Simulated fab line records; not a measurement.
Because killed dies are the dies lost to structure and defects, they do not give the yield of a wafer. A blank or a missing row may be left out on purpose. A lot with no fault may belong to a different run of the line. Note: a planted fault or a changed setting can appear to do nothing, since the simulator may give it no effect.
fab line records ; flow sky130
record: lots: 11; wafers: 32; last_day: 51
route steps=708 shown LDD_N@254 SPACER@305 LI_CONTACT@375 CAPM@539 PAD_OPEN@708
lots with no fault: from the same line, run without faults
start_h: start of the lot's first displayed wafer, in hours after the record's first day ; wait_h: how many hours have passed since the lot's step before this one ; " unchanged from the row above ; L1.1+2: a row that stands for several wafers ; - no value, or no start given ; * or withheld: withheld ; < > ~ a bound
route shown NAME@n: NAME is a module with steps in the file, n the number in the route of the first one ; usual: mean/standard deviation taken from wafers without a fault ; same: alike in all rows ; chamber/n: place in a boat ; sites: the reading at each site ; _std_site: how widely they spread, as a standard deviation ; _edge_site: the outer-site mean with the inner-site mean subtracted ; radius_mm: for every site, how far away it sits from the centre of the wafer ; mask NAME#n: copy n ; behind: the last tool/chamber to shape the wafer ; hold: cause of the lot's hold/its duration in hours/its outcome ; device: the n, p or np transistor that did not switch ; end of line: at the end of the route, the tests of the same wafers ; step lacking rows: just its recipe ; killed: count of dies lost to structure and defects at first sort (not the wafer's yield) ; map: a wafer's dies, x killed, . not, _ none there
set.NAME: the setting the step ran with; set.NAME@STEP: the setting that earlier step ran with ; model.NAME: the simulator's own value behind a step, which no gauge read
a sample of lots followed through the steps of the route, with each step as a table and each wafer as a row
services: the hour from which a tool's chamber was out of use, counted from the record's first day as start_h (under 0 if before that day), plus the number of hours and why
== steps ==
step: SKY_LDD_N_TW_MEAS_17
usual: LDD_N_TW: 2596/16
lot.wafer;tool;chamber;start_h;wait_h;LDD_N_TW
L530.2;film_metro-03;-;421.71;0.1;2596
L530.5;film_metro-03;-;421.71;0.1;2586
L530.6;film_metro-03;-;421.71;0.1;2585
L531.1;film_metro-02;-;436.69;0.1;2633
L531.3;film_metro-02;-;436.69;0.1;2617
L531.5;film_metro-02;-;436.69;0.1;2624
L532.1;film_metro-04;-;437.95;0.1;2579
L532.5;film_metro-04;-;437.95;0.1;2583
L532.6;film_metro-04;-;437.95;0.1;2577
L534.1;film_metro-04;-;453.83;0.1;2574
L534.4;film_metro-04;-;453.83;0.1;2592
L534.5;film_metro-04;-;453.83;0.1;2588
L535.1;film_metro-02;-;462.30;0.1;2612
L535.2;film_metro-02;-;462.30;0.1;2633
L535.3;film_metro-02;-;462.30;0.1;2630
L537.1;film_metro-04;-;482.49;0.1;2573
L537.2;film_metro-04;-;482.49;0.1;2575
L537.3;film_metro-04;-;482.49;0.1;2588
L546.1;film_metro-04;-;560.00;0.1;2590
L546.2;film_metro-04;-;560.00;0.1;2578
L546.3;film_metro-04;-;560.00;0.1;2582
L547.2;film_metro-02;-;561.40;0.1;2620
L547.5;film_metro-02;-;561.40;0.1;2618
L549.2;film_metro-04;-;578.11;0.1;2573
L549.3;film_metro-04;-;578.11;0.1;2567
L549.6;film_metro-04;-;578.11;0.1;2576
L551.2;film_metro-02;-;596.46;0.1;2591
L551.3;film_metro-02;-;596.46;0.1;2597
L551.6;film_metro-02;-;596.46;0.1;2595
L552.4;film_metro-04;-;604.37;0.1;2590
L552.5;film_metro-04;-;604.37;0.1;2612
L552.6;film_metro-04;-;604.37;0.1;2591
step: SKY_SPACER_THK_MEAS_01
recipe: reads: Si3N4_of_SPACER_CVD_00
usual: SPACER_CVD_00_THK: 43.3/0.47
lot.wafer;tool;chamber;start_h;wait_h;SPACER_CVD_00_THK[nm]
L530.2;film_metro-04;-;548.67;0.0;43.4
L530.5;film_metro-04;-;548.67;0.0;43.5
L530.6;film_metro-04;-;548.67;0.0;43.0
L531.1;film_metro-01;-;562.41;0.0;43.2
L531.3;film_metro-01;-;562.41;0.0;43.3
L531.5;film_metro-01;-;562.41;0.0;43.4
L532.1;film_metro-01;-;564.89;0.0;42.7
L532.5;film_metro-01;-;564.89;0.0;42.9
L532.6;film_metro-01;-;564.89;0.0;42.8
L534.1;film_metro-02;-;580.26;0.0;42.8
L534.4;film_metro-02;-;580.26;0.0;43.0
L534.5;film_metro-02;-;580.26;0.0;43.0
L535.1;film_metro-04;-;587.71;0.0;43.3
L535.2;film_metro-04;-;587.71;0.0;43.4
L535.3;film_metro-04;-;587.71;0.0;43.3
L537.1;film_metro-01;-;606.56;0.0;43.0
L537.2;film_metro-01;-;606.56;0.0;43.0
L537.3;film_metro-01;-;606.56;0.0;42.8
L546.1;film_metro-01;-;681.01;0.0;42.8
L546.2;film_metro-01;-;681.01;0.0;43.2
L546.3;film_metro-01;-;681.01;0.0;42.7
L547.2;film_metro-01;-;683.33;0.0;43.5
L547.5;film_metro-01;-;683.33;0.0;43.5
L549.2;film_metro-01;-;699.15;0.0;42.8
L549.3;film_metro-01;-;699.15;0.0;43.2
L549.6;film_metro-01;-;699.15;0.0;42.7
L551.2;film_metro-02;-;716.93;0.0;44.0
L551.3;film_metro-02;-;716.93;0.0;43.8
L551.6;film_metro-02;-;716.93;0.0;43.7
L552.4;film_metro-04;-;722.40;0.0;43.1
L552.5;film_metro-04;-;722.40;0.0;43.3
L552.6;film_metro-04;-;722.40;0.0;42.9
step: SKY_LI_CONTACT_OVL_MEAS_13
usual: LI_CONTACT_OVL: 0/5.1
lot.wafer;tool;chamber;start_h;wait_h;LI_CONTACT_OVL[nm]
L530.2;overlay-01;-;700.69;0.1;-5
L530.5;overlay-01;-;700.69;0.1;4
L530.6;overlay-01;-;700.69;0.1;1
L531.1;overlay-02;-;711.46;0.1;6
L531.3;overlay-02;-;711.46;0.1;3
L531.5;overlay-02;-;711.46;0.1;1
L532.1;overlay-01;-;713.21;0.1;-3
L532.5;overlay-01;-;713.21;0.1;-2
L532.6;overlay-01;-;713.21;0.1;3
L534.1;overlay-01;-;729.39;0.1;-3
L534.4;overlay-01;-;729.39;0.1;-3
L534.5;overlay-01;-;729.39;0.1;2
L535.1;overlay-01;-;735.19;0.1;1
L535.2;overlay-01;-;735.19;0.1;10
L535.3;overlay-01;-;735.19;0.1;0
L537.1;overlay-02;-;753.28;0.1;1
L537.2;overlay-02;-;753.28;0.1;4
L537.3;overlay-02;-;753.28;0.1;-5
L546.1;overlay-02;-;822.54;0.1;1
L546.2;overlay-02;-;822.54;0.1;-3
L546.3;overlay-02;-;822.54;0.1;-1
L547.2;overlay-02;-;825.54;0.1;-5
L547.5;overlay-02;-;825.54;0.1;-10
L549.2;overlay-01;-;843.87;0.1;-1
L549.3;overlay-01;-;843.87;0.1;-3
L549.6;overlay-01;-;843.87;0.1;-5
L551.2;overlay-01;-;855.07;0.1;-2
L551.3;overlay-01;-;855.07;0.1;2
L551.6;overlay-01;-;855.07;0.1;-6
L552.4;overlay-02;-;860.93;0.1;-2
L552.5;overlay-02;-;860.93;0.1;0
L552.6;overlay-02;-;860.93;0.1;-3
step: SKY_CAPM_SPUTTER_02
recipe: material: TiN; target_thk_nm: 200; temp_c: 300; power_w: 6500; time_s: 166.7; chamber_pressure_pa: 0.4
usual: throttle_valve_pct: 29.6/1.8
lot.wafer;tool;chamber;start_h;wait_h;throttle_valve_pct
L530.2;pvd_sputter-02;-;877.37;0.0;28.9
L530.5;pvd_sputter-02;-;877.37;0.0;28.8
L530.6;pvd_sputter-02;-;877.37;0.0;27.2
L531.1;pvd_sputter-01;-;886.43;0.1;30.6
L531.3;pvd_sputter-01;-;886.43;0.1;30.4
L531.5;pvd_sputter-01;-;886.43;0.1;30.7
L532.1;pvd_sputter-02;-;889.47;0.1;27.5
L532.5;pvd_sputter-02;-;889.47;0.1;27.1
L532.6;pvd_sputter-02;-;889.47;0.1;29.1
L534.1;pvd_sputter-01;-;904.12;0.1;30.3
L534.4;pvd_sputter-01;-;904.12;0.1;28.1
L534.5;pvd_sputter-01;-;904.12;0.1;31.2
L535.1;pvd_sputter-02;-;906.76;0.1;28.9
L535.2;pvd_sputter-02;-;906.76;0.1;27.1
L535.3;pvd_sputter-02;-;906.76;0.1;32.6
L537.1;pvd_sputter-03;-;925.06;0.1;28.0
L537.2;pvd_sputter-03;-;925.06;0.1;31.6
L537.3;pvd_sputter-03;-;925.06;0.1;29.5
L546.1;pvd_sputter-02;-;987.69;0.1;33.0
L546.2;pvd_sputter-02;-;987.69;0.1;27.1
L546.3;pvd_sputter-02;-;987.69;0.1;28.8
L547.2;pvd_sputter-02;-;989.75;0.0;29.0
L547.5;pvd_sputter-02;-;989.75;0.0;32.7
L549.2;pvd_sputter-01;-;1008.42;0.0;28.2
L549.3;pvd_sputter-01;-;1008.42;0.0;30.1
L549.6;pvd_sputter-01;-;1008.42;0.0;30.7
L551.2;pvd_sputter-03;-;1018.03;0.0;28.3
L551.3;pvd_sputter-03;-;1018.03;0.0;29.5
L551.6;pvd_sputter-03;-;1018.03;0.0;29.5
L552.4;pvd_sputter-03;-;1021.76;0.1;29.6
L552.5;pvd_sputter-03;-;1021.76;0.1;28.2
L552.6;pvd_sputter-03;-;1021.76;0.1;31.7
step: SKY_CAPM_RS_MEAS_03
recipe: thk_meas_gauge: four-point-probe; reads: TiN_of_CAPM_SPUTTER_02
usual: CAPM_TIN_RS: 6.94/0.071
lot.wafer;tool;chamber;start_h;wait_h;CAPM_TIN_RS[ohm/sq]
L530.2;film_metro-01;-;877.50;0.1;6.94
L530.5;film_metro-01;-;877.50;0.1;6.87
L530.6;film_metro-01;-;877.50;0.1;6.92
L531.1;film_metro-01;-;886.54;0.1;6.94
L531.3;film_metro-01;-;886.54;0.1;6.91
L531.5;film_metro-01;-;886.54;0.1;6.91
L532.1;film_metro-01;-;889.58;0.1;7.07
L532.5;film_metro-01;-;889.58;0.1;7.05
L532.6;film_metro-01;-;889.58;0.1;7.04
L534.1;film_metro-01;-;904.23;0.1;7.02
L534.4;film_metro-01;-;904.23;0.1;6.95
L534.5;film_metro-01;-;904.23;0.1;7.00
L535.1;film_metro-01;-;906.87;0.1;6.88
L535.2;film_metro-01;-;906.87;0.1;6.97
L535.3;film_metro-01;-;906.87;0.1;6.86
L537.1;film_metro-04;-;925.17;0.1;6.96
L537.2;film_metro-04;-;925.17;0.1;6.96
L537.3;film_metro-04;-;925.17;0.1;6.93
L546.1;film_metro-02;-;987.80;0.1;7.08
L546.2;film_metro-02;-;987.80;0.1;7.12
L546.3;film_metro-02;-;987.80;0.1;5.68
L547.2;film_metro-04;-;989.88;0.1;6.90
L547.5;film_metro-04;-;989.88;0.1;5.59
L549.2;film_metro-02;-;1008.55;0.1;6.92
L549.3;film_metro-02;-;1008.55;0.1;6.86
L549.6;film_metro-02;-;1008.55;0.1;6.90
L551.2;film_metro-01;-;1018.16;0.1;6.84
L551.3;film_metro-01;-;1018.16;0.1;6.85
L551.6;film_metro-01;-;1018.16;0.1;6.86
L552.4;film_metro-01;-;1021.88;0.1;6.95
L552.5;film_metro-01;-;1021.88;0.1;6.91
L552.6;film_metro-01;-;1021.88;0.1;6.88
step: SKY_CAPM_THK_MEAS_04
recipe: thk_meas_gauge: xrf; reads: TiN_of_CAPM_SPUTTER_02
usual: CAPM_TIN_THK: 201.4/2.2
lot.wafer;tool;chamber;start_h;wait_h;CAPM_TIN_THK[nm]
L530.2;film_metro-01;-;877.61;0.1;202.2
L530.5;film_metro-01;-;877.61;0.1;203.7
L530.6;film_metro-01;-;877.61;0.1;202.7
L531.1;film_metro-01;-;886.66;0.1;201.3
L531.3;film_metro-01;-;886.66;0.1;202.5
L531.5;film_metro-01;-;886.66;0.1;202.5
L532.1;film_metro-01;-;889.70;0.1;198.0
L532.5;film_metro-01;-;889.70;0.1;198.1
L532.6;film_metro-01;-;889.70;0.1;198.8
L534.1;film_metro-01;-;904.35;0.1;198.9
L534.4;film_metro-01;-;904.35;0.1;200.5
L534.5;film_metro-01;-;904.35;0.1;199.2
L535.1;film_metro-01;-;906.99;0.1;203.2
L535.2;film_metro-01;-;906.99;0.1;201.3
L535.3;film_metro-01;-;906.99;0.1;203.4
L537.1;film_metro-04;-;925.29;0.1;200.4
L537.2;film_metro-04;-;925.29;0.1;199.9
L537.3;film_metro-04;-;925.29;0.1;200.8
L546.1;film_metro-02;-;987.92;0.1;196.7
L546.2;film_metro-02;-;987.92;0.1;196.1
L546.3;film_metro-02;-;987.92;0.1;244.6
L547.2;film_metro-04;-;989.99;0.1;202.8
L547.5;film_metro-04;-;989.99;0.1;249.9
L549.2;film_metro-02;-;1008.66;0.1;201.0
L549.3;film_metro-02;-;1008.66;0.1;202.2
L549.6;film_metro-02;-;1008.66;0.1;202.1
L551.2;film_metro-01;-;1018.27;0.1;204.2
L551.3;film_metro-01;-;1018.27;0.1;203.7
L551.6;film_metro-01;-;1018.27;0.1;202.3
L552.4;film_metro-01;-;1021.97;0.1;200.6
L552.5;film_metro-01;-;1021.97;0.1;202.1
L552.6;film_metro-01;-;1021.97;0.1;202.9
step: SKY_CAPM_METAL_ETCH_13
recipe: target_depth_nm: 220; stop_on: SiO2; chemistry: Cl2/BCl3; target: TiN; pressure_mtorr: 10; icp_w: 900; bias_w: 48.5; Cl2_flow_sccm: 60; bcl3_flow_sccm: 30; time_s: 62.9
usual: drypump_motor_current_A: 5.84/0.23; oes_product_au: 0.939/0.007; throttle_valve_pct: 21.904/0.0099
same: time_s: 62.9
lot.wafer;tool;chamber;start_h;wait_h;drypump_motor_current_A;oes_product_au;rf_hours_counter_h;throttle_valve_pct
L530.2;rie_metal-03;0;903.40;0.0;6.22;0.940;3;21.888
L530.5;rie_metal-03;0;903.40;0.0;6.24;0.943;-;21.890
L530.6;rie_metal-03;1;903.40;0.0;5.62;0.943;-;21.915
L531.1;rie_metal-03;1;912.35;0.0;5.64;0.947;13;21.913
L531.3;rie_metal-03;1;912.35;0.0;5.65;0.948;-;21.907
L531.5;rie_metal-03;0;912.35;0.0;6.22;0.943;-;21.898
L532.1;rie_metal-04;1;915.60;0.0;5.58;0.931;2;21.917
L532.5;rie_metal-04;1;915.60;0.0;5.57;0.929;-;21.879
L532.6;rie_metal-04;0;915.60;0.0;5.72;0.936;-;21.914
L534.1;rie_metal-04;0;930.19;0.0;5.72;0.932;10;21.904
L534.4;rie_metal-04;0;930.19;0.0;5.71;0.934;-;21.893
L534.5;rie_metal-04;0;930.19;0.0;5.72;0.937;-;21.924
L535.1;rie_metal-02;0;932.45;0.0;5.90;0.938;7;21.892
L535.2;rie_metal-02;1;932.45;0.0;6.14;0.932;15;21.907
L535.3;rie_metal-02;1;932.45;0.0;6.09;0.946;-;21.899
L537.1;rie_metal-03;1;950.35;0.0;5.63;0.934;14;21.917
L537.2;rie_metal-03;0;950.35;0.0;6.20;0.937;5;21.908
L537.3;rie_metal-03;1;950.35;0.0;5.63;0.944;-;21.908
L546.1;rie_metal-02;1;1011.79;0.0;6.12;0.923;0;21.918
L546.2;rie_metal-02;0;1011.79;0.0;5.90;0.923;11;21.909
L546.3;rie_metal-02;0;1011.79;0.0;5.85;1.017;-;21.851
L547.2;rie_metal-04;1;1013.49;0.0;5.56;0.939;7;21.903
L547.5;rie_metal-04;0;1013.49;0.0;5.74;1.000;-;21.869
L549.2;rie_metal-02;0;1031.76;0.0;5.86;0.932;12;21.914
L549.3;rie_metal-02;0;1031.76;0.0;5.87;0.940;-;21.899
L549.6;rie_metal-02;0;1031.76;0.0;5.83;0.943;-;21.906
L551.2;rie_metal-02;1;1042.10;0.0;6.11;0.949;2;21.896
L551.3;rie_metal-02;0;1042.10;0.0;5.88;0.945;-;21.898
L551.6;rie_metal-02;1;1042.10;0.0;6.13;0.949;-;21.905
L552.4;rie_metal-04;1;1044.47;0.0;5.58;0.942;-;21.913
L552.5;rie_metal-04;0;1044.47;0.0;5.75;0.943;-;21.898
L552.6;rie_metal-04;1;1044.47;0.0;5.58;0.945;-;21.903
step: SKY_PAD_OPEN_PROBE_99
usual: defect_limited_yield: 82.3/1.8; killed_at_M0_to_M3: 43/6.9; killed_at_M4_up: 3.2/1.6; killed_at_contacts: 25/5.1; killed_at_front_end: 16/4.5; killed_at_other: 0.3/0.68; killed_dies: 87/8.9; killed_on_rim: 16/3.6; killed_open: 48/6.9; killed_short: 39/6.3; sort_bin_3_pad_short: 0.8/0.4; sort_bin_5_function: 10.5/1.4; sort_bin_6_memory: 6.4/1.1; sort_n_pass: 405/8.9; sort_yield_pct: 82.3/1.8
same: gross_dies: 492; killed_at_back_side: 0; sort_bin_4_leakage[%]: 0; sort_bin_8_speed[%]: 0
lot.wafer;tool;chamber;start_h;wait_h;defect_limited_yield[%];killed_at_M0_to_M3;killed_at_M4_up;killed_at_contacts;killed_at_front_end;killed_at_other;killed_dies;killed_on_rim;killed_open;killed_short;sort_bin_3_pad_short[%];sort_bin_5_function[%];sort_bin_6_memory[%];sort_n_pass;sort_yield_pct[%]
L546.1;prober-02;-;1190.78;0.1;83.3;46;2;18;16;0;82;14;39;43;1.6;9.6;5.5;410;83.3
L546.2;prober-02;-;1190.83;0.1;84.6;33;3;22;18;0;76;19;39;37;0.8;8.5;6.1;416;84.6
L546.3;prober-02;-;1190.88;0.2;0;42;4;24;8;414;492;96;43;35;85.0;10.0;5.1;0;0
L547.2;prober-01;-;1190.94;0.1;81.7;43;3;20;24;0;90;23;41;47;2.0;9.6;6.7;402;81.7
L547.5;prober-01;-;1191.09;0.2;0;39;4;26;11;412;492;96;44;35;84.6;10.4;5.1;0;0
L549.2;prober-02;-;1204.93;0.1;79.1;52;2;34;14;1;103;20;59;44;1.2;12.8;6.9;389;79.1
L551.2;prober-01;-;1212.70;0.1;82.5;46;1;23;14;2;86;14;43;43;0.6;11.0;5.9;406;82.5
killed by level:class
L546.1 METAL2:geometric_particle:short=8 VIA3:geometric_particle:open=8 VIA2:geometric_particle:open=7 VIA2:geometric_particle:short=7 CONTACT:geometric_particle:open=6 VIA1:geometric_particle:open=5 LI_CONTACT:geometric_particle:short=4 FIELD_ISO:geometric_particle:open=3
L546.2 VIA3:geometric_particle:open=9 FIELD_ISO:geometric_particle:open=6 LI_CONTACT:geometric_particle:open=5 LOCAL_INTERCONNECT:geometric_particle:short=5 VIA1:geometric_particle:open=5 VIA2:geometric_particle:open=5 FIELD_ISO:geometric_particle:short=4 CONTACT:geometric_particle:short=4
L546.3 CAPM:area_etch=414 CONTACT:geometric_particle:open=10 VIA2:geometric_particle:open=8 VIA1:geometric_particle:open=7 VIA3:geometric_particle:open=7 FIELD_ISO:geometric_particle:short=5 LI_CONTACT:geometric_particle:open=5 METAL1:geometric_particle:open=4
L547.2 VIA1:geometric_particle:short=8 VIA1:geometric_particle:open=8 METAL1:geometric_particle:short=7 FIELD_ISO:geometric_particle:open=6 CONTACT:geometric_particle:short=6 VIA3:geometric_particle:open=6 FIELD_ISO:geometric_particle:short=5 LI_CONTACT:geometric_particle:open=5
L547.5 CAPM:area_etch=412 VIA3:geometric_particle:open=11 CONTACT:geometric_particle:short=10 VIA1:geometric_particle:open=9 LI_CONTACT:geometric_particle:open=7 CONTACT:geometric_particle:open=5 VIA2:geometric_particle:open=4 METAL4:geometric_particle:short=4
L549.2 VIA2:geometric_particle:open=13 CONTACT:geometric_particle:open=13 VIA1:geometric_particle:open=11 FIELD_ISO:geometric_particle:open=8 LOCAL_INTERCONNECT:geometric_particle:short=7 LI_CONTACT:geometric_particle:open=6 VIA3:geometric_particle:open=6 METAL2:geometric_particle:short=5
L551.2 VIA1:geometric_particle:open=8 CONTACT:geometric_particle:open=8 LI_CONTACT:geometric_particle:open=7 FIELD_ISO:geometric_particle:open=6 CONTACT:geometric_particle:short=6 VIA2:geometric_particle:open=6 VIA1:geometric_particle:short=5 METAL1:geometric_particle:short=5
== services ==
tool;chamber;start_h;hours;kind
rie_metal-02;0;952.25;3.7;repair
rie_metal-02;-;973.37;0.6;repair
rie_metal-04;0;985.94;1.2;repair
rie_metal-02;1;988.39;-;clean
rie_metal-02;1;988.39;12.7;scheduled_down
rie_metal-02;1;988.39;12.7;vent_cycle
pvd_sputter-02;-;995.26;0.9;repair
pvd_sputter-03;-;1026.05;0.8;repair
== key ==
first_sign: step: SKY_CAPM_RS_MEAS_03; reading: CAPM_TIN_RS; direction: down; sigmas: 18; usual: 6.94; struck: 5.63
effect: step: SKY_CAPM_THK_MEAS_04; reading: CAPM_TIN_THK; direction: up; sigmas: 21; usual: 201.4; struck: 247.2
effect: step: SKY_CAPM_METAL_ETCH_13; reading: oes_product_au; direction: up; sigmas: 9.9; usual: 0.939; struck: 1.008
effect: step: SKY_PAD_OPEN_PROBE_99; reading: killed_at_other; direction: up; sigmas: 99+; usual: 0.3; struck: 413
more_kills_born_at: SKY_CAPM_METAL_ETCH_13@rie_metal-02: 414; SKY_CAPM_METAL_ETCH_13@rie_metal-04: 412
met_at SKY_CAPM_SPUTTER_02
struck_lots L546,L547
struck_wafers L546.3,L547.5
later_rows_left_out L546.3,L547.5
not_acting_at SKY_LDD_N_TW_MEAS_17,SKY_SPACER_THK_MEAS_01,SKY_LI_CONTACT_OVL_MEAS_13
onset_between 906.76 987.69
fault: kind: process_parameter_drift; tool: pvd_sputter-02; chamber: -; onset_h: 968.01; steps: SKY_CAPM_SPUTTER_02; channel: time_s; offset: *; shape: step; end_h: 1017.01; scope: struck_wafers_only; acts_in: *; stated: *
later_rows_left_out: the simulator's readings of these wafers behind a module that went badly wrong aren't trusted and aren't shown, but for the sort
